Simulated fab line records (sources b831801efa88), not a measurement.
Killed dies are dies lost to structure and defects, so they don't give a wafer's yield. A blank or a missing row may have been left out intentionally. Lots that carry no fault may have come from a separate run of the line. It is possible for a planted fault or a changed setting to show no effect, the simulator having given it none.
Which of the tools did it? || flow gf180mcu || Sampling: 13 lots, 39 wafers, 4 of 602 route steps

## WHAT EACH GAUGE READ, for each wafer
GF_HV_LDD_OVL_MEAS_32. Usual: HV_LDD_02_OVL typically reads 0.5 nm, with standard deviation 1.3.
{"lot": "L200", "measured": "day 11 14:31", "on": "overlay-01", "HV_LDD_02_OVL (nm)": "0.5 2.3 -0.5", "flag": ""}
{"lot": "L202", "measured": "day 12 03:19", "on": "overlay-02", "HV_LDD_02_OVL (nm)": "-0.1 1.6 0.1", "flag": ""}
{"lot": "L203", "measured": "day 12 18:39", "on": "overlay-02", "HV_LDD_02_OVL (nm)": "0.6 1.2 2.2", "flag": ""}
{"lot": "L204", "measured": "day 13 04:40", "on": "overlay-01", "HV_LDD_02_OVL (nm)": "0.5 0.8 -2.3", "flag": ""}
{"lot": "L205", "measured": "day 13 07:45", "on": "overlay-01", "HV_LDD_02_OVL (nm)": "-0.8 -1.4 0.1", "flag": ""}
{"lot": "L206", "measured": "day 13 11:35", "on": "overlay-02", "HV_LDD_02_OVL (nm)": "1.8 -0.7 1.1", "flag": ""}
{"lot": "L208", "measured": "day 14 09:18", "on": "overlay-01", "HV_LDD_02_OVL (nm)": "1.0 1.5 0.7", "flag": ""}
{"lot": "L211", "measured": "day 15 00:43", "on": "overlay-01", "HV_LDD_02_OVL (nm)": "0.4 3.1 0.3", "flag": ""}
{"lot": "L213", "measured": "day 15 20:20", "on": "overlay-01", "HV_LDD_02_OVL (nm)": "0.8 2.1 0.4", "flag": ""}
{"lot": "L220", "measured": "day 18 02:31", "on": "overlay-02", "HV_LDD_02_OVL (nm)": "0.1 0.7 -1.1", "flag": ""}
{"lot": "L221", "measured": "day 18 13:32", "on": "overlay-02", "HV_LDD_02_OVL (nm)": "0.2 -0.5 0.2", "flag": ""}
{"lot": "L222", "measured": "day 18 16:11", "on": "overlay-01", "HV_LDD_02_OVL (nm)": "1.7 1.4 2.1", "flag": ""}
{"lot": "L223", "measured": "day 19 06:56", "on": "overlay-02", "HV_LDD_02_OVL (nm)": "1.1 -0.7 2.8", "flag": ""}

GF_V2_OVL_MEAS_15. Usual: V2_OVL typically reads 0 nm, with standard deviation 6.6.
{"lot": "L200", "measured": "day 20 08:21", "on": "overlay-01", "V2_OVL (nm)": "-3 5 -3", "flag": ""}
{"lot": "L202", "measured": "day 20 23:26", "on": "overlay-01", "V2_OVL (nm)": "3 2 13", "flag": ""}
{"lot": "L203", "measured": "day 21 20:00", "on": "overlay-02", "V2_OVL (nm)": "-1 -1 4", "flag": ""}
{"lot": "L204", "measured": "day 22 06:42", "on": "overlay-02", "V2_OVL (nm)": "-20 7 -13", "flag": ""}
{"lot": "L205", "measured": "day 22 09:55", "on": "overlay-02", "V2_OVL (nm)": "2 6 0", "flag": ""}
{"lot": "L206", "measured": "day 22 14:59", "on": "overlay-01", "V2_OVL (nm)": "4 0 9", "flag": ""}
{"lot": "L208", "measured": "day 23 13:40", "on": "overlay-02", "V2_OVL (nm)": "0 -7 -20", "flag": ""}
{"lot": "L211", "measured": "day 24 05:15", "on": "overlay-01", "V2_OVL (nm)": "3 -1 -5", "flag": ""}
{"lot": "L213", "measured": "day 25 03:38", "on": "overlay-02", "V2_OVL (nm)": "-3 -5 -7", "flag": ""}
{"lot": "L220", "measured": "day 27 03:28", "on": "overlay-02", "V2_OVL (nm)": "-11 -6 -4", "flag": ""}
{"lot": "L221", "measured": "day 27 10:51", "on": "overlay-01", "V2_OVL (nm)": "13 8 18", "flag": ""}
{"lot": "L222", "measured": "day 27 15:47", "on": "overlay-02", "V2_OVL (nm)": "7 5 7", "flag": ""}
{"lot": "L223", "measured": "day 28 03:11", "on": "overlay-02", "V2_OVL (nm)": "-3 -10 -8", "flag": ""}

## WHAT TOOL EACH LOT RAN ON (gives the tool, then ch and the chambers of the sampled wafers, and finally the start)
{"lot": "L200", "GF_V1_DEHYDRATE_06": "litho-track-03 ch 0, day 17 16:34", "GF_V2_CVD_02": "pecvd-01 ch 0,1,2, day 19 07:13"}
{"lot": "L202", "GF_V1_DEHYDRATE_06": "litho-track-01 ch 0, day 18 07:10", "GF_V2_CVD_02": "pecvd-03 ch 0,1, day 19 22:34"}
{"lot": "L203", "GF_V1_DEHYDRATE_06": "litho-track-01 ch 0, day 19 03:05", "GF_V2_CVD_02": "pecvd-01 ch 0,2, day 20 19:01"}
{"lot": "L204", "GF_V1_DEHYDRATE_06": "litho-track-03 ch 0, day 19 14:50", "GF_V2_CVD_02": "pecvd-01 ch 0,1,2, day 21 05:48"}
{"lot": "L205", "GF_V1_DEHYDRATE_06": "litho-track-02 ch 0, day 19 18:13", "GF_V2_CVD_02": "pecvd-01 ch 0,1,2, day 21 09:37"}
{"lot": "L206", "GF_V1_DEHYDRATE_06": "litho-track-02 ch 0, day 19 23:01", "GF_V2_CVD_02": "pecvd-04 ch 0,2, day 21 14:55"}
{"lot": "L208", "GF_V1_DEHYDRATE_06": "litho-track-02 ch 0, day 21 00:10", "GF_V2_CVD_02": "pecvd-03 ch 1,2, day 22 14:21"}
{"lot": "L211", "GF_V1_DEHYDRATE_06": "litho-track-03 ch 0, day 21 17:14", "GF_V2_CVD_02": "pecvd-04 ch 0,1, day 23 07:20"}
{"lot": "L213", "GF_V1_DEHYDRATE_06": "litho-track-02 ch 0, day 22 14:58", "GF_V2_CVD_02": "pecvd-03 ch 0,1, day 24 04:08"}
{"lot": "L220", "GF_V1_DEHYDRATE_06": "litho-track-03 ch 0, day 24 19:14", "GF_V2_CVD_02": "pecvd-03 ch 0,2, day 26 05:38"}
{"lot": "L221", "GF_V1_DEHYDRATE_06": "litho-track-03 ch 0, day 25 04:29", "GF_V2_CVD_02": "pecvd-03 ch 0,1,2, day 26 14:23"}
{"lot": "L222", "GF_V1_DEHYDRATE_06": "litho-track-01 ch 0, day 25 07:50", "GF_V2_CVD_02": "pecvd-03 ch 0,1, day 26 18:36"}
{"lot": "L223", "GF_V1_DEHYDRATE_06": "litho-track-03 ch 0, day 25 20:01", "GF_V2_CVD_02": "pecvd-01 ch 0,2, day 27 06:16"}
- GF_V1_DEHYDRATE_06: time 60 s.
- GF_V2_CVD_02: deposits SiO2 from TEOS, target thk 850 nm, time 94.851 s.

## WHAT THE TOOLS THEMSELVES READ (means of the sampled wafers that have a number; where no wafer has one, the mark that the record gives instead)
GF_V1_DEHYDRATE_06. Usual: run-length-s 89.13 s, standard deviation 0.25.
{"lot": "L200", "tool": "litho-track-03", "run-length-s (s)": 89.00, "flag": ""}
{"lot": "L202", "tool": "litho-track-01", "run-length-s (s)": 89.57, "flag": ""}
{"lot": "L203", "tool": "litho-track-01", "run-length-s (s)": 89.46, "flag": ""}
{"lot": "L204", "tool": "litho-track-03", "run-length-s (s)": 88.97, "flag": ""}
{"lot": "L205", "tool": "litho-track-02", "run-length-s (s)": 89.17, "flag": ""}
{"lot": "L206", "tool": "litho-track-02", "run-length-s (s)": 89.27, "flag": ""}
{"lot": "L208", "tool": "litho-track-02", "run-length-s (s)": 89.15, "flag": ""}
{"lot": "L211", "tool": "litho-track-03", "run-length-s (s)": 88.90, "flag": ""}
{"lot": "L213", "tool": "litho-track-02", "run-length-s (s)": 92.16, "flag": "OFF"}
{"lot": "L220", "tool": "litho-track-03", "run-length-s (s)": 88.80, "flag": ""}
{"lot": "L221", "tool": "litho-track-03", "run-length-s (s)": 88.89, "flag": ""}
{"lot": "L222", "tool": "litho-track-01", "run-length-s (s)": 89.36, "flag": ""}
{"lot": "L223", "tool": "litho-track-03", "run-length-s (s)": 88.82, "flag": ""}

GF_V2_CVD_02. Usual: heater-power-outer-w 396 W, standard deviation 69; heater-power-w 686 W, standard deviation 85.
{"lot": "L200", "tool": "pecvd-01", "heater-power-outer-w (W)": 478, "heater-power-w (W)": 797, "flag": ""}
{"lot": "L202", "tool": "pecvd-03", "heater-power-outer-w (W)": 340, "heater-power-w (W)": 621, "flag": ""}
{"lot": "L203", "tool": "pecvd-01", "heater-power-outer-w (W)": 424, "heater-power-w (W)": 692, "flag": ""}
{"lot": "L204", "tool": "pecvd-01", "heater-power-outer-w (W)": 453, "heater-power-w (W)": 772, "flag": ""}
{"lot": "L205", "tool": "pecvd-01", "heater-power-outer-w (W)": 407, "heater-power-w (W)": 711, "flag": ""}
{"lot": "L206", "tool": "pecvd-04", "heater-power-outer-w (W)": 428, "heater-power-w (W)": 717, "flag": ""}
{"lot": "L208", "tool": "pecvd-03", "heater-power-outer-w (W)": 388, "heater-power-w (W)": 668, "flag": ""}
{"lot": "L211", "tool": "pecvd-04", "heater-power-outer-w (W)": 342, "heater-power-w (W)": 630, "flag": ""}
{"lot": "L213", "tool": "pecvd-03", "heater-power-outer-w (W)": 297, "heater-power-w (W)": 573, "flag": ""}
{"lot": "L220", "tool": "pecvd-03", "heater-power-outer-w (W)": 321, "heater-power-w (W)": 586, "flag": ""}
{"lot": "L221", "tool": "pecvd-03", "heater-power-outer-w (W)": 384, "heater-power-w (W)": 660, "flag": ""}
{"lot": "L222", "tool": "pecvd-03", "heater-power-outer-w (W)": 317, "heater-power-w (W)": 597, "flag": ""}
{"lot": "L223", "tool": "pecvd-01", "heater-power-outer-w (W)": 484, "heater-power-w (W)": 783, "flag": ""}

## THE ANSWER, worked out from the rows above alone
Rule: lot off if the mean of its wafers having a number is beyond 3 standard deviations from the usual mean. Also off: a lot with no number at a reading for which 4 or more lots have one. Where the step has rows for the other lots, those lots are counted as sound. First the gauges in route order, then the tools' own readings, where a lot's mean is used as printed above. The first step at which some lot is off is used, and at that step the reading that is off furthest; a lot without a number counts as furthest.
Off, at GF_V1_DEHYDRATE_06 on run-length-s: L213.
If a tool, at that step or one of the process steps before it, ran each lot that is off and ran no sound lot following the first of them, it fits. One candidate fits, namely litho-track-02 at GF_V1_DEHYDRATE_06. A fault onset in the window from L208 (day 21 00:10, its last sound lot) to L213 (day 22 14:58, its first lot off) fits.
The tool's own readings at GF_V1_DEHYDRATE_06 bear it out: on the lots that are off they differ by more than 5 times the standard deviation of the sound lots' means. run-length-s reads 92.16 s there against 89.11 s on the sound lots.

## WHAT WAS PUT IN BY THE SIMULATOR
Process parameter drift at GF_V1_DEHYDRATE_06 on litho-track-02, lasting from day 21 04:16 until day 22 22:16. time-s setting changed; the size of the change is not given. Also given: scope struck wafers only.
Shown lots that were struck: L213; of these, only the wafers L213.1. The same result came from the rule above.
